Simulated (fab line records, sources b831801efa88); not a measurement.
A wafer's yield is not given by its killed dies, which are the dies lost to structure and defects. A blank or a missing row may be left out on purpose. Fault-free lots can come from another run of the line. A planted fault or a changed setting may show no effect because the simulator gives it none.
Chamber matching || flow sky130 || SKY_POLY_GATE_ETCH_17 on rie-si-01: 4 sister chambers
The step etches poly-Si in HBr/Cl2, stops on SiO2, target depth 180 nm, time 70.5 s. 8 wafers are shown with their chamber, then 7 later ones without.

WAFERS WITH THEIR CHAMBER
{"wafer": "L993.2", "chamber": 3, "drypump-motor-current-A (A)": 6.0, "throttle-valve-pct (%)": 33.678}
{"wafer": "L106.2", "chamber": 0, "drypump-motor-current-A (A)": 6.1, "throttle-valve-pct (%)": 33.679}
{"wafer": "L106.3", "chamber": 2, "drypump-motor-current-A (A)": 5.6, "throttle-valve-pct (%)": 33.695}
{"wafer": "L106.4", "chamber": 3, "drypump-motor-current-A (A)": 6.0, "throttle-valve-pct (%)": 33.677}
{"wafer": "L107.1", "chamber": 0, "drypump-motor-current-A (A)": 6.0, "throttle-valve-pct (%)": 33.675}
{"wafer": "L107.6", "chamber": 1, "drypump-motor-current-A (A)": 5.9, "throttle-valve-pct (%)": 33.693}
{"wafer": "L109.1", "chamber": 1, "drypump-motor-current-A (A)": 5.9, "throttle-valve-pct (%)": 33.682}
{"wafer": "L109.2", "chamber": 2, "drypump-motor-current-A (A)": 5.6, "throttle-valve-pct (%)": 33.690}

WAFERS WITH NO CHAMBER GIVEN
{"wafer": "L109.6", "drypump-motor-current-A (A)": 5.6, "throttle-valve-pct (%)": 33.683}
{"wafer": "L114.1", "drypump-motor-current-A (A)": 5.9, "throttle-valve-pct (%)": 33.703}
{"wafer": "L114.2", "drypump-motor-current-A (A)": 5.6, "throttle-valve-pct (%)": 33.691}
{"wafer": "L114.5", "drypump-motor-current-A (A)": 5.9, "throttle-valve-pct (%)": 33.677}
{"wafer": "L116.2", "drypump-motor-current-A (A)": 6.1, "throttle-valve-pct (%)": 33.686}
{"wafer": "L116.3", "drypump-motor-current-A (A)": 6.1, "throttle-valve-pct (%)": 33.692}
{"wafer": "L116.5", "drypump-motor-current-A (A)": 6.1, "throttle-valve-pct (%)": 33.672}

WHICH CHAMBER EACH ONE RAN IN
{"wafer": "L109.6", "from the rows above": 2, "in truth": 2}
{"wafer": "L114.1", "from the rows above": 1, "in truth": 1}
{"wafer": "L114.2", "from the rows above": 2, "in truth": 2}
{"wafer": "L114.5", "from the rows above": "can't be placed: 1 or 3 or 0", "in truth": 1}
{"wafer": "L116.2", "from the rows above": "can't be placed: 0 or 3", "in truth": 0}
{"wafer": "L116.3", "from the rows above": "can't be placed: 0 or 3", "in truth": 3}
{"wafer": "L116.5", "from the rows above": "can't be placed: 0 or 3", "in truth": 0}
Placed correctly: 3 of 7. From these rows, 4 cannot be placed; in 4 the true chamber is one of the candidates. Number placed wrongly: 0.
How it was worked out, from the rows above alone: a wafer's distance from a chamber is the root of the sum, over the readings, of the square of ((its reading less the chamber's mean) divided by the reading's scatter). The wafer belongs to the nearest chamber; if the next one is less than 2 further off, it can't be placed. A chamber's mean is the mean of its shown wafers. How the scatter is found: for the shown wafers, subtract from each reading the mean of its chamber, square and add these, divide the total by (wafers less chambers), then take the root.
